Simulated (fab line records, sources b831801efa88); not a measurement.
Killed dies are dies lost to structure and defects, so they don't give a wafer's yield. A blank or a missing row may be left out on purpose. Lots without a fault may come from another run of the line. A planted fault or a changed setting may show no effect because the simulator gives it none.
A struck lot beside a sound one | flow sky130 | 15 steps out of a route of 708
Sound: wafers L512.3, L512.4, L512.6. Struck: wafers L522.4, L522.5, L522.6. The cause comes at the end.
At each step with rows: each side's tool, then ch and its chambers, then its first start. Under that, the readings that differ: sound wafers | struck wafers | difference of the means | sigmas: that difference in standard deviations of wafers without a fault.
alike: readings whose means differ by less than 2 such deviations, and words and numbers that are the same on both sides. not compared: withheld readings, readings that some wafer has no value for, bounds like >300 that may hide the same value, and numbers for which the record gives no deviation and whose values overlap.
The two part at a step that has a row with sigmas, a row that says differs or no value, or rows on one side only. Numbers that don't overlap but have no deviation are shown without sigmas and don't part them. A reading that every wafer of one side lacks parts them only if that side has two wafers or more.

first, 4 steps without rows for these wafers: SKY_LDD_N_SOFTBAKE_03 (time 60 s); SKY_LDD_N_EXPOSE_04 (exposes mask NTM, target cd 840 nm); SKY_LDD_N_PEB_05; SKY_LDD_N_DEVELOP_06 (develop time 60 s).
SKY_LDD_N_OVL_MEAS_07:
  sound on overlay-02, day 18 08:14; struck on overlay-02, day 22 19:59
  alike: LDD_N_OVL
then, 7 steps without rows for these wafers: SKY_LDD_N_IMPLANT_08; SKY_LDD_N_IMPLANT_09; SKY_LDD_N_IMPLANT_10; SKY_LDD_N_IMPLANT_11; SKY_LDD_N_IMPLANT_12; SKY_LDD_N_IMPLANT_13; SKY_LDD_N_IMPLANT_14.
SKY_LDD_N_IMPLANT_15:
  sound on implanter-01 ch 0, day 18 09:22; struck on implanter-02 ch 0, day 22 21:07
  reading            | sound                         | struck                       | difference | sigmas
  dose_ions_cm2      | 4.995e+12 4.992e+12 4.997e+12 | 3.148e+12 3.15e+12 3.155e+12 | -1.844e+12 | -99 or more
  faraday_current_uA | 28.9 27.5 28.4                | 18.3 17.5 17.3               | -10.6      | -20
SKY_LDD_N_STRIP_16: strips in O2/N2.
  sound on plasma_asher-01 ch 0,1, day 18 09:29; struck on plasma_asher-03 ch 0,1, day 22 21:14
  alike: drypump_motor_current_A, oes_product_au, strip_time_to_endpoint_s
  not compared: rf_hours_counter_h
-- the record jumps here: 26 days lie between the struck wafers' starts before and after (it left off in module LDD_N and takes up again in module PAD_OPEN, whose first step shown is number 708 of the route) --
SKY_PAD_OPEN_PROBE_99:
  sound on prober-02, day 46 02:22; struck on prober-01, day 49 07:27
  reading                                   | sound                | struck               | difference | sigmas
  model.etest.nfet_01v8_turned.vt_sat_v (V) | 0.6571 0.6381 0.6449 | 0.6285 0.6274 0.6325 | -0.0172    |
  alike: killed_at_M0_to_M3, killed_at_M4_up, killed_at_contacts, killed_at_front_end, killed_at_other, killed_dies, killed_open, killed_short
  not compared: model.etest.nfet_01v8_turned.vt_v

WHERE THEY PART
Only at SKY_LDD_N_IMPLANT_15, within this record. Later steps at which nothing parts them and some readings are alike: SKY_LDD_N_STRIP_16, SKY_PAD_OPEN_PROBE_99.

WHY: what the simulator had put in
Process parameter drift: implanter-02, from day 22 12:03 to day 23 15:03, at SKY_LDD_N_IMPLANT_15. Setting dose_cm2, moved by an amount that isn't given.
